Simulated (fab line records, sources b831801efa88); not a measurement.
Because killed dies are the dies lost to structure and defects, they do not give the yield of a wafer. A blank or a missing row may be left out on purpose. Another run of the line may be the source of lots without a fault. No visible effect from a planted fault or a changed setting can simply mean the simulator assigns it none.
Chamber matching | flow gf180mcu | GF_V2_CMP_26 on cmp-02: 4 sister chambers
The step polishes, stops on SiO2, t overpolish 15 s, target thk 0 nm. 8 wafers are shown with their chamber, then 9 later ones without.

WAFERS, EACH WITH ITS CHAMBER
wafer  | chamber | motor-current-A (A) | overpolish-run-s (s)
L081.1 | 3       | 12.8                | 15.000
L085.5 | 0       | 11.9                | 14.989
L086.1 | 1       | 12.5                | 14.988
L086.2 | 0       | 11.9                | 14.998
L086.3 | 3       | 12.3                | 15.023
L087.3 | 2       | 10.7                | 14.995
L087.5 | 2       | 9.9                 | 14.999
L087.6 | 1       | 12.9                | 14.993

WAFERS WHOSE CHAMBER IS MISSING
wafer  | motor-current-A (A) | overpolish-run-s (s)
L089.2 | 12.3                | 14.995
L089.3 | 11.6                | 15.007
L089.6 | 12.5                | 14.993
L095.2 | 12.3                | 14.997
L095.5 | 11.7                | 15.001
L095.6 | 12.4                | 15.004
L096.1 | 12.3                | 15.018
L096.4 | 10.0                | 15.005
L096.6 | 12.8                | 15.006

CHAMBER TAKEN BY EACH
wafer  | from the rows above          | in truth
L089.2 | can't be placed: 0 or 1 or 3 | 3
L089.3 | can't be placed: 0 or 3 or 1 | 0
L089.6 | can't be placed: 1 or 0 or 3 | 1
L095.2 | can't be placed: 0 or 1 or 3 | 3
L095.5 | can't be placed: 0 or 3 or 1 | 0
L095.6 | can't be placed: 3 or 1 or 0 | 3
L096.1 | can't be placed: 3 or 0      | 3
L096.4 | 2                            | 2
L096.6 | can't be placed: 3 or 1 or 0 | 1
1 of 9 placed correctly. These rows do not allow placing 8 (true chamber among the candidates in 8). Placed wrongly: 0.
How it was worked out, from the rows above alone: a wafer's distance from a chamber is the root of the sum, over the readings, of the square of ((its reading less the chamber's mean) divided by the reading's scatter). If the next closest chamber is less than 2 further off than the closest, the wafer can't be placed; otherwise it belongs to the closest. The mean given for a chamber averages the wafers shown for that chamber. The scatter: take each reading less its chamber's mean, square it, sum over the shown wafers, divide by the number of wafers less the number of chambers, and take the root.
